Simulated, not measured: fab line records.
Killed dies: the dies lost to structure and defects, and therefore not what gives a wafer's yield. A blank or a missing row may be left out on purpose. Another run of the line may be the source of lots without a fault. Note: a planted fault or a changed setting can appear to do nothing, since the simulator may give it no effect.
Matching of chambers || flow gf180mcu || cmp-02 running GF_V4_CMP_04: 4 sister chambers
The step polishes SiO2. 4 wafers are shown with their chamber, then 7 later ones without.

== WAFERS WITH THEIR CHAMBER ==
{"wafer": "L086.6", "chamber": 3, "time to endpoint s (s)": 78}
{"wafer": "L089.1", "chamber": 1, "time to endpoint s (s)": 84}
{"wafer": "L089.3", "chamber": 0, "time to endpoint s (s)": 73}
{"wafer": "L095.5", "chamber": 2, "time to endpoint s (s)": 80}

== WAFERS WITHOUT THEIR CHAMBER ==
{"wafer": "L095.6", "time to endpoint s (s)": 89}
{"wafer": "L097.1", "time to endpoint s (s)": 70}
{"wafer": "L097.2", "time to endpoint s (s)": 74}
{"wafer": "L097.3", "time to endpoint s (s)": 65}
{"wafer": "L097.4", "time to endpoint s (s)": 82}
{"wafer": "L097.5", "time to endpoint s (s)": 81}
{"wafer": "L097.6", "time to endpoint s (s)": 75}

== WHICH CHAMBER EACH WENT THROUGH ==
{"wafer": "L095.6", "from the rows above": "can't be placed: 1 or 2 or 3", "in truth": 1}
{"wafer": "L097.1", "from the rows above": "can't be placed: 0 or 3 or 2", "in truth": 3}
{"wafer": "L097.2", "from the rows above": "can't be placed: 0 or 3 or 2", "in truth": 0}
{"wafer": "L097.3", "from the rows above": "can't be placed: 0 or 3 or 2", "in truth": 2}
{"wafer": "L097.4", "from the rows above": "can't be placed: 1 or 2 or 3 or 0", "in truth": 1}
{"wafer": "L097.5", "from the rows above": "can't be placed: 2 or 1 or 3 or 0", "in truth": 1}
{"wafer": "L097.6", "from the rows above": "can't be placed: 0 or 3 or 2 or 1", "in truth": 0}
Placed correctly: 0 of 7. Cannot be placed on the basis of these rows: 7; the candidates contain the true chamber in 7. Wrongly placed: 0.
How it was worked out, from the rows above alone: a wafer's distance from a chamber is the root of the sum, over the readings, of the square of ((its reading less the chamber's mean) divided by the reading's scatter). If the next closest chamber is less than 2 further off than the closest, the wafer can't be placed; otherwise it belongs to the closest. A chamber's mean is the mean of its shown wafers. The scatter: root of mean squared gap, hidden wafer to nearest shown wafer, with one shown wafer a chamber.
